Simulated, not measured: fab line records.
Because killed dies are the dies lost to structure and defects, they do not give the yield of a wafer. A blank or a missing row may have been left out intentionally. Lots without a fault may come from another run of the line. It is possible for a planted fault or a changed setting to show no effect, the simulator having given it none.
fab line records	flow sky130
[record] lots = 6	wafers = 18	lastDay = 50
route steps=708 shown CAP2M@620 METAL4@621 PAD_OPEN@708
lots with no fault: from the same line, run without faults
startH: start of the lot's first displayed wafer, in hours after the record's first day	waitH: how many hours have passed since the lot's step before this one	" unchanged from the row above	L1.1+2: several wafers, shown together as one row	- value missing, or start not given	* or withheld: withheld	< > ~ a bound
route shown NAME@n: NAME is a module with steps in the file, n the number in the route of the first one	usual: mean/standard deviation taken from wafers without a fault	same: alike in all rows	chamber/n: place in a boat	sites: readings site by site	_std_site: the values' standard deviation	_edge_site: mean of outer sites minus mean of inner sites	radiusMm: for every site, how far away it sits from the centre of the wafer	mask NAME#n: copy n	behind: the most recent tool/chamber to have shaped the wafer	hold: why the lot went on hold/how many hours it stayed there/how the hold came to an end	device: which transistor (n, p or np) failed to switch	end of line: the same wafers' tests at the end of the route	step lacking rows: just its recipe	killed: count of dies lost to structure and defects at first sort (not the wafer's yield)	map: per-die view of a wafer (x killed, . not killed, _ where there is no die)
set.NAME: setting as actually run; set.NAME@STEP: the setting as run at that earlier step	model.NAME: the simulator's own value behind a step, which no gauge read
a table for each step, a row for each wafer; lots at some steps of the route
services: from which hour (startH, from the record's first day; less than 0 if before it) a tool's chamber was out of use, for how many hours, and why
[[steps]]
[step SKY_CAP2M_CLEAN_17]
[recipe] chemistry = O3/DIW	dry = n2Spin
[step SKY_METAL4_DEHYDRATE_05]
[recipe] tempC = 200	timeS = 60
[step SKY_METAL4_HMDS_06]
[recipe] primeTimeS = 60	primeTempC = 120
[step SKY_METAL4_COAT_07]
[recipe] resist = BARC	tempC = withheld	timeS = withheld	spinRpm = 3000	resistThkNm = 60
[step SKY_METAL4_COAT_08]
[recipe] resist = KrF-thick	spinRpm = 3000	resistThkNm = 1140
[step SKY_METAL4_SOFTBAKE_09]
[recipe] tempC = 100.6	timeS = 90	resist = KrF-thick
[step SKY_METAL4_EXPOSE_10]
[recipe] maskId = MM4	na = 0.68	sourceShape = annular	sigmaInner = 0.4	sigmaOuter = 0.8	targetCdNm = 300	doseMj = 28
[step SKY_METAL4_PEB_11]
[recipe] pebTempC = withheld	pebTimeS = withheld	resist = KrF-thick
[step SKY_METAL4_DEVELOP_12]
[recipe] developTimeS = 60	resist = KrF-thick	devTempC = 21
[step SKY_METAL4_CD_MEAS_13]
[recipe] targetCdNm = 300
[usual] cdNm = 300.0/1.2
lot.wafer	tool	chamber	startH	waitH	cdNm
L455.1	cdSem-01	-	1031.16	-	300.0
L455.2	"	-	"	"	299.5
L455.6	"	-	"	"	299.8
L456.2	cdSem-01	-	1039.17	-	299.8
L456.4	"	-	"	"	299.2
L456.5	"	-	"	"	300.1
L457.1	cdSem-01	-	1049.90	-	301.5
L457.5	"	-	"	"	300.9
L457.6	"	-	"	"	299.9
L458.2	cdSem-01	-	1050.54	-	299.0
L458.3	"	-	"	"	298.8
L458.4	"	-	"	"	298.5
L462.1	cdSem-01	-	1072.85	-	299.3
L462.2	"	-	"	"	300.6
L462.3	"	-	"	"	300.6
L470.1	cdSem-01	-	1122.11	-	297.1
L470.3	"	-	"	"	298.1
L470.5	"	-	"	"	297.6
[step SKY_METAL4_OVL_MEAS_14]
[usual] METAL4_OVL = -2/5.1
lot.wafer	tool	chamber	startH	waitH	METAL4_OVL[nm]
L455.1	overlay-01	-	1031.28	0.1	-10
L455.2	"	-	"	"	-5
L455.6	"	-	"	"	-6
L456.2	overlay-01	-	1039.28	0.1	-7
L456.4	"	-	"	"	-6
L456.5	"	-	"	"	-11
L457.1	overlay-01	-	1050.02	0.1	-3
L457.5	"	-	"	"	-6
L457.6	"	-	"	"	0
L458.2	overlay-02	-	1050.65	0.1	-10
L458.3	"	-	"	"	-1
L458.4	"	-	"	"	-8
L462.1	overlay-02	-	1072.97	0.1	1
L462.2	"	-	"	"	0
L462.3	"	-	"	"	7
L470.1	overlay-01	-	1122.23	0.1	-10
L470.3	"	-	"	"	-7
L470.5	"	-	"	"	-4
[step SKY_METAL4_DESCUM_15]
[recipe] chemistry = O2	sourcePowerW = 150	biasPowerW = 0	pressureMtorr = 10	tempC = 40	timeS = 8
[usual] drypumpMotorCurrentA = 5.6/0.48	oesProductAu = 0.993/0.014	tempC = 40.00/0.12
[same] biasPowerW = 0
lot.wafer	tool	chamber	startH	waitH	drypumpMotorCurrentA	oesProductAu	rfHoursCounterH	tempC
L455.1	rieMetal-01	1	1031.32	0.0	5.9	0.990	21	40.20
L455.2	"	0	"	"	4.7	0.985	19	40.17
L455.6	"	1	"	"	5.9	0.987	-	40.01
L456.2	rieMetal-03	1	1039.31	0.0	6.2	1.000	16	39.85
L456.4	"	0	"	"	5.1	0.994	-	39.96
L456.5	"	1	"	"	6.2	1.000	-	39.78
L457.1	rieMetal-03	0	1050.06	0.0	5.1	0.999	19	39.90
L457.5	"	0	"	"	5.1	1.004	-	39.98
L457.6	"	1	"	"	6.1	1.010	-	40.03
L458.2	rieMetal-03	0	1050.68	0.0	5.1	1.001	19	40.00
L458.3	"	1	"	"	6.2	0.999	-	39.93
L458.4	"	0	"	"	5.1	1.000	-	40.11
L462.1	rieMetal-02	0	1073.01	0.0	5.5	0.978	19	40.19
L462.2	"	1	"	"	5.8	1.013	2	40.06
L462.3	"	1	"	"	5.9	1.013	-	40.19
L470.1	rieMetal-02	1	1122.27	0.0	5.9	1.022	6	39.93
L470.3	"	1	"	"	5.9	1.011	-	39.79
L470.5	"	1	"	"	5.9	1.015	-	39.96
[step SKY_METAL4_ETCH_16]
[recipe] chemistry = N2/H2	target = BARC	ionEnergyEv = 200	biasW = 100	pressureMtorr = 30	n2FlowSccm = 100	h2FlowSccm = 200	icpW = 500	stopOn = SiO2	timeS = 88.2	targetDepthA = 600
[usual] drypumpMotorCurrentA = 5.6/0.47	n2FlowSccm = 100.0/0.34	oesProductAu = 0.626/0.0044	runLengthS = 116.6/0.46	throttleValvePct = 13.205/0.0087
lot.wafer	tool	chamber	startH	waitH	drypumpMotorCurrentA	n2FlowSccm	oesProductAu	rfHoursCounterH	runLengthS	throttleValvePct	model.KrF-thick_of_METAL4_COAT_08.thkNm
L455.1	rieMetal-01	1	1031.35	0.0	5.9	100.1	0.631	21	117.3	13.191	1079
L455.2	"	0	"	"	4.8	99.9	0.629	19	116.8	13.202	1076
L455.6	"	1	"	"	5.9	100.1	0.625	-	116.7	13.206	1075
L456.2	rieMetal-03	1	1039.34	0.0	6.2	100.6	0.623	16	116.6	13.221	1070
L456.4	"	0	"	"	5.1	100.8	0.624	-	116.4	13.210	1075
L456.5	"	1	"	"	6.2	100.0	0.631	-	116.1	13.208	1072
L457.1	rieMetal-03	0	1050.09	0.0	5.1	100.2	0.700	19	104.3	13.208	1085
L457.5	"	0	"	"	5.1	100.6	0.698	-	104.4	13.198	1080
L457.6	"	1	"	"	6.2	100.2	0.698	-	104.6	13.221	1078
L458.2	rieMetal-03	0	1050.71	0.0	5.1	100.0	0.695	19	104.3	13.208	1082
L458.3	"	1	"	"	6.2	100.3	0.691	-	104.6	13.204	1078
L458.4	"	0	"	"	5.1	99.2	0.696	-	104.3	13.228	1083
L462.1	rieMetal-02	0	1073.04	0.0	5.5	99.9	0.625	19	116.2	13.206	1072
L462.2	"	1	"	"	5.9	100.2	0.623	2	117.2	13.198	1068
L462.3	"	1	"	"	5.9	99.6	0.631	-	117.2	13.202	1069
L470.1	rieMetal-02	1	1122.33	0.1	5.9	99.3	0.631	6	117.2	13.198	1074
L470.3	"	1	"	"	5.9	99.8	0.627	-	117.3	13.199	1072
L470.5	"	1	"	"	5.9	99.9	0.621	-	117.9	13.197	1071
[step SKY_METAL4_ETCH_17]
[recipe] target = SiO2	stopOn = TiN	chemistry = C4F8/O2/Ar	sourceW = 1500	biasW = 1200	pressureMtorr = 40	c4f8FlowSccm = withheld	O2_flow_sccm = 6	Ar_flow_sccm = 300	timeS = 3.9	targetDepthA = 150
[usual] oesProductAu = 0.759/0.0078
lot.wafer	tool	chamber	startH	waitH	oesProductAu	rfHoursCounterH
L455.1	rieDiel-03	3	1031.45	0.1	0.752	5
L455.2	"	0	"	"	0.752	7
L455.6	"	0	"	"	0.759	-
L456.2	rieDiel-03	0	1039.44	0.1	0.746	7
L456.4	"	1	"	"	0.758	-
L456.5	"	3	"	"	0.749	-
L457.1	rieDiel-02	0	1050.19	0.1	0.758	10
L457.5	"	1	"	"	0.761	-
L457.6	"	0	"	"	0.771	-
L458.2	rieDiel-03	3	1050.81	0.1	0.746	6
L458.3	"	0	"	"	0.752	8
L458.4	"	0	"	"	0.755	-
L462.1	rieDiel-01	3	1073.14	0.1	0.762	18
L462.2	"	2	"	"	0.762	31
L462.3	"	1	"	"	0.775	12
L470.1	rieDiel-02	3	1122.53	0.2	0.749	8
L470.3	"	2	"	"	0.762	10
L470.5	"	2	"	"	0.767	-
[step SKY_PAD_OPEN_PROBE_99]
[usual] defectLimitedYield = 82.5/2	killed_at_M0_to_M3 = 44/6.8	killed_at_M4_up = 2.9/1.7	killedAtContacts = 24/5.2	killedAtFrontEnd = 15/4	killedAtOther = 0.2/0.44	killedDies = 86/9.9	killedOpen = 47/7.9	killedShort = 39/6.3	sort_bin_3_pad_short = 0.8/0.38	sort_bin_5_function = 10.5/1.5	sort_bin_6_memory = 6.2/1.1	sortNPass = 406/9.9	sortYieldPct = 82.5/2
[same] grossDies = 492	killedAtBackSide = 0	sort_bin_4_leakage[%] = 0	sort_bin_8_speed[%] = 0
lot.wafer	tool	chamber	startH	waitH	defectLimitedYield[%]	killed_at_M0_to_M3	killed_at_M4_up	killedAtContacts	killedAtFrontEnd	killedAtOther	killedDies	killedOpen	killedShort	sort_bin_3_pad_short[%]	sort_bin_5_function[%]	sort_bin_6_memory[%]	sortNPass	sortYieldPct[%]
L456.2	prober-01	-	1127.60	0.1	83.7	45	2	22	9	2	80	42	38	0.4	10.0	5.9	412	83.7
L456.4	prober-01	-	1127.70	0.2	84.8	40	1	17	15	2	75	41	34	0.2	7.3	7.7	417	84.8
L456.5	prober-01	-	1127.75	0.2	85.4	38	3	15	16	0	72	39	33	1.4	7.7	5.5	420	85.4
L457.1	prober-02	-	1138.79	0.1	80.7	46	4	28	17	0	95	52	43	0.8	12.0	6.5	397	80.7
L457.5	prober-02	-	1138.99	0.2	79.7	45	4	33	18	0	100	46	53	1.0	11.0	8.3	392	79.7
L457.6	prober-02	-	1139.04	0.2	82.9	44	0	21	19	0	84	44	40	1.4	8.3	7.3	408	82.9
L458.2	prober-01	-	1140.74	0.1	83.1	47	5	23	8	0	83	32	51	1.2	9.6	6.1	409	83.1
L458.3	prober-01	-	1140.79	0.2	82.1	44	2	31	11	0	88	46	42	2.2	9.1	6.5	404	82.1
L458.4	prober-01	-	1140.84	0.2	78.9	53	5	29	17	0	104	65	39	1.2	13.4	6.5	388	78.9
L462.1	prober-01	-	1159.76	0.1	84.3	45	3	18	11	0	77	35	42	0.8	9.1	5.7	415	84.3
L462.2	prober-01	-	1159.81	0.1	84.8	36	4	21	14	0	75	45	30	0.8	8.7	5.7	417	84.8
L462.3	prober-01	-	1159.86	0.2	84.1	38	1	25	14	0	78	46	32	0.6	9.1	6.1	414	84.1
L470.1	prober-01	-	1198.24	0.1	80.5	55	4	27	10	0	96	59	37	1.2	11.2	7.1	396	80.5
L470.3	prober-01	-	1198.34	0.2	83.5	37	3	24	17	0	81	47	34	0.8	10.4	5.3	411	83.5
L470.5	prober-01	-	1198.44	0.2	81.5	50	4	22	15	0	91	57	34	0.4	11.2	6.9	401	81.5
// killed by level:class
L456.2 VIA1:geometricParticle:open=8 VIA2:geometricParticle:open=8 VIA3:geometricParticle:open=8 CONTACT:geometricParticle:open=7 LOCAL_INTERCONNECT:geometricParticle:short=6 CONTACT:geometricParticle:short=4 METAL1:geometricParticle:short=4 VIA1:geometricParticle:short=4
L456.4 VIA1:geometricParticle:open=11 FIELD_ISO:geometricParticle:open=6 LI_CONTACT:geometricParticle:open=6 VIA1:geometricParticle:short=5 VIA2:geometricParticle:open=5 VIA3:geometricParticle:short=5 CONTACT:geometricParticle:short=4 VIA3:geometricParticle:open=4
L456.5 VIA3:geometricParticle:open=10 CONTACT:geometricParticle:open=7 METAL2:geometricParticle:short=6 VIA1:geometricParticle:open=5 POLY_GATE:geometricParticle:open=4 SPACER:geometricParticle:short=4 CONTACT:geometricParticle:short=3 LOCAL_INTERCONNECT:geometricParticle:open=3
L457.1 VIA1:geometricParticle:open=13 VIA3:geometricParticle:open=11 CONTACT:geometricParticle:open=10 VIA1:geometricParticle:short=10 LOCAL_INTERCONNECT:geometricParticle:short=8 FIELD_ISO:geometricParticle:open=5 FIELD_ISO:geometricParticle:short=4 LI_CONTACT:geometricParticle:open=4
L457.5 VIA1:geometricParticle:open=16 LOCAL_INTERCONNECT:geometricParticle:short=9 LI_CONTACT:geometricParticle:short=8 LI_CONTACT:geometricParticle:open=7 VIA2:geometricParticle:open=7 VIA1:geometricParticle:short=6 CONTACT:geometricParticle:open=5 METAL1:geometricParticle:short=5
L457.6 CONTACT:geometricParticle:open=9 VIA1:geometricParticle:open=9 METAL1:geometricParticle:short=7 POLY_GATE:geometricParticle:open=5 POLY_GATE:geometricParticle:short=5 LOCAL_INTERCONNECT:geometricParticle:short=5 LI_CONTACT:geometricParticle:open=5 METAL2:geometricParticle:short=5
L458.2 CONTACT:geometricParticle:short=11 METAL2:geometricParticle:short=10 VIA1:geometricParticle:open=6 VIA3:geometricParticle:open=6 LI_CONTACT:geometricParticle:open=5 VIA2:geometricParticle:open=5 METAL3:geometricParticle:short=5 METAL4:geometricParticle:short=5
L458.3 CONTACT:geometricParticle:open=13 VIA1:geometricParticle:open=12 CONTACT:geometricParticle:short=8 VIA3:geometricParticle:open=6 METAL2:geometricParticle:short=6 LI_CONTACT:geometricParticle:open=5 FIELD_ISO:geometricParticle:open=4 LOCAL_INTERCONNECT:geometricParticle:short=4
L458.4 CONTACT:geometricParticle:open=13 VIA3:geometricParticle:open=12 VIA1:geometricParticle:open=10 LI_CONTACT:geometricParticle:open=8 VIA2:geometricParticle:open=8 METAL2:geometricParticle:short=6 FIELD_ISO:geometricParticle:short=4 FIELD_ISO:geometricParticle:open=4
L462.1 VIA2:geometricParticle:open=8 CONTACT:geometricParticle:open=6 VIA1:geometricParticle:short=6 VIA1:geometricParticle:open=6 METAL3:geometricParticle:short=6 VIA3:geometricParticle:open=6 LI_CONTACT:geometricParticle:short=5 FIELD_ISO:geometricParticle:short=5
L462.2 CONTACT:geometricParticle:open=10 VIA2:geometricParticle:open=7 VIA3:geometricParticle:open=7 VIA1:geometricParticle:open=6 LI_CONTACT:geometricParticle:open=5 VIA3:geometricParticle:short=5 POLY_GATE:geometricParticle:short=4 CONTACT:geometricParticle:short=4
L462.3 LI_CONTACT:geometricParticle:open=12 CONTACT:geometricParticle:open=8 VIA3:geometricParticle:open=8 POLY_GATE:geometricParticle:short=5 VIA2:geometricParticle:short=5 VIA1:geometricParticle:open=5 VIA2:geometricParticle:open=5 LI_CONTACT:geometricParticle:short=4
L470.1 VIA1:geometricParticle:open=15 VIA3:geometricParticle:open=10 LI_CONTACT:geometricParticle:open=9 VIA2:geometricParticle:open=8 CONTACT:geometricParticle:open=6 CONTACT:geometricParticle:short=6 METAL1:geometricParticle:short=6 FIELD_ISO:geometricParticle:open=5
L470.3 VIA2:geometricParticle:open=10 LI_CONTACT:geometricParticle:open=8 POLY_GATE:geometricParticle:open=6 VIA1:geometricParticle:open=6 FIELD_ISO:geometricParticle:short=5 CONTACT:geometricParticle:open=5 CONTACT:geometricParticle:short=5 VIA3:geometricParticle:open=5
L470.5 VIA1:geometricParticle:open=14 CONTACT:geometricParticle:open=10 POLY_GATE:geometricParticle:open=8 VIA3:geometricParticle:open=7 LI_CONTACT:geometricParticle:open=6 VIA1:geometricParticle:short=6 VIA2:geometricParticle:open=6 METAL2:geometricParticle:short=4
[[services]]
tool	chamber	startH	hours	kind
rieDiel-03	2	1017.88	34.3	repair
rieMetal-02	1	1020.30	-	clean
rieMetal-02	1	1020.30	15.2	scheduledDown
rieMetal-02	1	1020.30	15.2	ventCycle
rieMetal-03	-	1020.39	1.3	repair
rieDiel-02	2	1035.85	15.6	repair
rieDiel-02	-	1076.74	28.1	pm
rieDiel-01	2	1088.68	-	clean
rieDiel-01	2	1088.68	18.0	scheduledDown
rieDiel-01	2	1088.68	18.0	ventCycle
rieMetal-01	1	1107.22	-	clean
rieMetal-01	1	1107.22	17.2	scheduledDown
rieMetal-01	1	1107.22	17.2	ventCycle
rieMetal-02	0	1119.93	10.8	repair
rieMetal-01	0	1121.96	13.8	repair
rieMetal-03	-	1122.14	3.6	repair
[[key]]
[firstSign] step = SKY_METAL4_ETCH_16	reading = runLengthS	direction = down	sigmas = 27	usual = *	struck = *
[effect] step = SKY_METAL4_ETCH_16	reading = oesProductAu	direction = up	sigmas = 16	usual = 0.626	struck = 0.696
[modelEffect] step = SKY_METAL4_ETCH_16	value = KrF-thick_of_METAL4_COAT_08.thkNm	without = 1074	struck = 1081
metAt SKY_METAL4_ETCH_16
struckWafers L457.1,L457.5,L457.6,L458.2,L458.3,L458.4
onsetBetween 1039.34 1050.09
[fault] kind = processParameterDrift	tool = rieMetal-03	chamber = -	onsetH = 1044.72	steps = SKY_METAL4_ETCH_16	channel = timeS	offset = *	shape = step	endH = 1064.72	actsIn = *	stated = *
